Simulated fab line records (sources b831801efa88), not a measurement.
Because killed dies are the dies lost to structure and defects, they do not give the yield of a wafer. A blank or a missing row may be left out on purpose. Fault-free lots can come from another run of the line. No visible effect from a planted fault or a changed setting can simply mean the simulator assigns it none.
The same fault as seen by 2 desks + flow sky130 + each desk holds nothing but its own numbers, with what lay behind them at the end

AT THE TOOL OWNER'S DESK: cmp-01
The tool's own readings at SKY_CONTACT_CMP_04 (polishes SiO2): means of the sampled wafers that have a number, for each lot that ran on this tool. Marked OUT: a lot whose mean sits more than 4 standard deviations from the usual mean, which makes it out of limits; the brackets give that distance.
Columns: A = head_pressure_psi at SKY_CONTACT_CMP_04, usual 4.000 psi; B = motor_current_A at SKY_CONTACT_CMP_04, usual 11.7 A; C = time_to_endpoint_s at SKY_CONTACT_CMP_04, usual 82 s
| lot  | first seen here | A               | B    | C  |
|------|-----------------|-----------------|------|----|
| L814 | day 31 04:55    | 4.007           | 11.4 | 83 |
| L813 | day 31 08:15    | 4.003           | 12.4 | 84 |
| L817 | day 32 04:46    | 4.001           | 11.4 | 82 |
| L823 | day 34 11:01    | 3.187 (-90) OUT | 10.6 | 93 |
| L831 | day 37 00:31    | 3.994           | 11.5 | 77 |
| L833 | day 37 01:16    | 3.993           | 11.7 | 84 |
| L835 | day 37 21:02    | 4.010           | 11.8 | 85 |
This desk finds L823 out of limits, L823 being first, at day 34 11:01 (head_pressure_psi at SKY_CONTACT_CMP_04). L814, L813, L817, L831, L833, L835: within limits.

THE METROLOGY DESK
Lot by lot, what the gauges showed, no matter which tool ran the lot: averages of those sampled wafers that carry a number. Marked OUT: a lot whose mean sits more than 4 standard deviations from the usual mean, which makes it out of limits; the brackets give that distance.
Columns: A = LOCAL_INTERCONNECT_TIN_THK at SKY_LOCAL_INTERCONNECT_THK_MEAS_02, usual 99.5 nm; B = CONTACT_BOW at SKY_CONTACT_BOW_MEAS_05, usual 80 um
| lot  | first seen here | A     | B  |
|------|-----------------|-------|----|
| L814 | day 30 00:25    | 100.8 | 71 |
| L813 | day 30 04:01    | 99.3  | 86 |
| L816 | day 30 09:05    | 99.4  | 84 |
| L817 | day 31 00:09    | 99.9  | 86 |
| L821 | day 32 12:58    | 99.2  | 74 |
| L823 | day 33 07:36    | 97.9  | 88 |
| L831 | day 35 21:13    | 100.2 | 75 |
| L833 | day 35 21:55    | 99.8  | 77 |
| L832 | day 36 07:52    | 99.8  | 85 |
| L834 | day 36 13:52    | 100.9 | 84 |
| L835 | day 36 17:44    | 98.3  | 77 |
Finding of this desk: none of the 11 lots has anything out of limits.

TAKEN TOGETHER
The tool owner's desk had the chance to raise an alarm at day 34 11:01 on L823.
Nothing out of limits was seen by the metrology desk.
The metrology desk holds a record of L823, inside its limits.
Of the lots named, all ran SKY_CONTACT_CMP_04 on cmp-01.

WHAT WAS PUT IN BY THE SIMULATOR
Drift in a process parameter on cmp-01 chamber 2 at SKY_CONTACT_CMP_04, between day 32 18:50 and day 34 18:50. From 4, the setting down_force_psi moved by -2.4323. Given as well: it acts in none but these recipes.
Shown lots that were struck: L823.
Hours from the fault's start to each desk's first reading out of limits: the tool owner's desk, 40.
